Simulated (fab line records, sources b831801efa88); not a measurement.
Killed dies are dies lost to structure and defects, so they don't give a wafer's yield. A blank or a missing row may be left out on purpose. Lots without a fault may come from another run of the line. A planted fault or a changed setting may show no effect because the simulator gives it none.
Which tool did it? | flow sky130 | 6 lots, 18 wafers sampled, at 1 step of a route of 708

WHAT THE GAUGES READ, wafer by wafer
SKY_FIELD_ISO_THK_MEAS_02.
lot  | measured    | on            | FIELD_ISO_OXIDATION_00_THK (nm)
L131 | day 1 21:38 | film_metro-03 | 12.16 12.24 12.29
L134 | day 2 12:57 | film_metro-03 | 11.73 12.03 11.98
L137 | day 3 03:49 | film_metro-03 | 12.30 12.31 12.51
L138 | day 3 10:35 | film_metro-01 | 12.33 12.38 12.48
L144 | day 4 15:13 | film_metro-03 | 11.46 11.29 11.40
L150 | day 6 04:12 | film_metro-02 | 11.96 12.21 12.00

WHICH TOOL RAN EACH LOT (tool, then ch and the chambers of the sampled wafers, then the start)
The record holds no process step before these readings.

THE ANSWER, worked out from the rows above alone
Rule: what is usual is taken from the lots themselves. Put in order of their means at a reading, lots are off if they are a third of the lots or fewer, leave a main group of 4 or more, and stand apart from it by a gap of 3 or more times the standard deviation of the main group's means; of several such gaps the widest counts. A main group whose means are all the same, to the digits that the tables above print for the reading, isn't used. A lot without any number at a reading at which 4 lots or more have one is off too. The other lots that the step has rows for count as sound.
No lot is off at any reading shown: from this, nothing can be told.

WHAT THE SIMULATOR HAD PUT IN
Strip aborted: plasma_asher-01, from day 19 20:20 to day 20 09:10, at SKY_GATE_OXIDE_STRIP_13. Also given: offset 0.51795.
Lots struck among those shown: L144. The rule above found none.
